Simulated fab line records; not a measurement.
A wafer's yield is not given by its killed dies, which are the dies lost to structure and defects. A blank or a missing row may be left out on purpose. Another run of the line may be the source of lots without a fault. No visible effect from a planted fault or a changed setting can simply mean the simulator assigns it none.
A lot that was struck, set against a sound lot / flow sfqLine / 20 steps out of a route of 325
Sound: wafers L236.1, L236.2, L236.4. Struck: wafers L247.2, L247.3, L247.5. The cause comes at the end.
Each step with rows lists, per side, the tool, then ch with its chambers, then its first start. Under that, the readings that differ: sound wafers / struck wafers / difference of the means / sigmas: that difference in standard deviations of wafers without a fault.
alike: a reading whose means differ by less than 2 such deviations, as well as words and numbers matching on both sides. not compared: withheld readings; readings where some wafer has no value; bounds like >300 that might hide an equal value; numbers whose values overlap and for which the record gives no deviation.
A row with sigmas, a row that says differs or no value, or rows on one side alone: a step with any of these is where the two part. Non-overlapping numbers with no deviation appear without sigmas and do not part them. A reading missing from all wafers of one side parts the sides only when that side holds two or more wafers.

first, 2 steps without rows for these wafers: SFQ_TRILAYER_I0_VIA_LITHO_PEB_034 (peb time 60 s); SFQ_TRILAYER_I0_VIA_LITHO_DEVELOP_033 (time 60 s).
SFQ_I0_OVL_MEAS_908:
  sound: overlay-01 at day 17 09:20; struck: overlay-01 at day 23 08:17
  alike: I0_OVL
then, 1 step without rows for these wafers: SFQ_TRILAYER_I0_VIA_BARC_OPEN_VIA_ETCH_046 (etches BARC in O2, target depth 125 nm, time 41.7 s).
SFQ_TRILAYER_I0_VIA_ETCH_VIA_ETCH_034: etches SiO2 in CHF3, stops on Nb, target depth 260 nm.
  sound on rieDiel-01 ch 0,2,3, day 17 09:25; struck on rieDiel-01 ch 1,2,3, day 23 08:22
  alike: drypumpMotorCurrentA, oesProductAu, rfFwdPowerW
SFQ_TRILAYER_I0_VIA_STRIP_STRIP_035: strips in O2.
  sound on rieMetal-04 ch 0,1, day 17 09:31; struck on rieMetal-04 ch 0,1, day 23 08:28
  alike: drypumpMotorCurrentA, oesProductAu
  not compared: rfHoursCounterH
then, 2 steps without rows for these wafers: SFQ_TRILAYER_I0_VIA_STRIP_SOLV_CLEAN_036 (cleans in NMP, time 600 s); SFQ_TRILAYER_M1_DEP_PRE_CLEAN_038 (time 22.5 s).
SFQ_TRILAYER_M1_DEP_SPUTTER_037: material Nb, target thk 200 nm, time 133.3 s.
  sound: pvdSputter-04 at day 17 10:20; struck: pvdSputter-04 at day 23 09:17
  alike: throttleValvePct
SFQ_M1_RS_MEAS_909: uses a four-point probe to measure.
  sound: filmMetro-04 at day 17 10:25; struck: filmMetro-04 at day 23 09:24
  alike: M1_NB_RS
then, 1 step without rows for these wafers: SFQ_TRILAYER_M1_LITHO_COAT_044 (resist thk 62 nm).
SFQ_TRILAYER_M1_LITHO_COAT_039: resist thk 600 nm.
  sound on lithoTrack-02 ch 0, day 17 10:54; struck on lithoTrack-04 ch 0, day 23 09:55
reading=model.KrF_of_TRILAYER_M1_LITHO_COAT_039.thkNm (nm); sound=599.2 600 597.7; struck=605.6 608 605.7; difference=+7.5; sigmas=
  alike: spinSpeedRpm
then, 4 steps without rows for these wafers: SFQ_TRILAYER_M1_LITHO_SOFTBAKE_043; SFQ_TRILAYER_M1_LITHO_EXPOSE_040 (exposes mask M1, target cd 500 nm); SFQ_TRILAYER_M1_LITHO_PEB_042 (peb time 60 s); SFQ_TRILAYER_M1_LITHO_DEVELOP_041 (time 60 s).
-- the record jumps here: 7 days lie between the struck wafers' starts before and after --
SFQ_M1_OVL_MEAS_911:
  sound: overlay-01 at day 24 04:41; struck: overlay-01 at day 30 00:44
  alike: M1_OVL
SFQ_TRILAYER_M1_BARC_OPEN_METAL_ETCH_054: etches BARC in O2, target depth 125 nm, time 41.7 s.
  sound on rieMetal-01 ch 0,1, day 24 04:43; struck on rieMetal-04 ch 0,1, day 30 00:46
  alike: drypumpMotorCurrentA, oesProductAu, rfFwdPowerW
  not compared: rfHoursCounterH
SFQ_TRILAYER_M1_ETCH_METAL_ETCH_042: etches Nb in Cl2/Ar, stops on SiO2, target depth 240 nm, time 120 s.
  sound on rieMetal-01 ch 0,1, day 24 04:47; struck on rieMetal-04 ch 0,1, day 30 00:49
reading=model.KrF_of_TRILAYER_M1_LITHO_COAT_039.thkNm (nm); sound=380.6 382.2 378; struck=385.5 390.5 386.1; difference=+7.1; sigmas=
  alike: drypumpMotorCurrentA, oesProductAu, rfFwdPowerW
  not compared: rfHoursCounterH
SFQ_TRILAYER_M1_STRIP_STRIP_043: strips in O2.
  sound on rieMetal-01 ch 0,1, day 24 04:54; struck on rieMetal-04 ch 0,1, day 30 00:57
  alike: drypumpMotorCurrentA, oesProductAu
  not compared: rfHoursCounterH

WHERE THEY PART
Nowhere in this record.

WHY: the cause the simulator had injected
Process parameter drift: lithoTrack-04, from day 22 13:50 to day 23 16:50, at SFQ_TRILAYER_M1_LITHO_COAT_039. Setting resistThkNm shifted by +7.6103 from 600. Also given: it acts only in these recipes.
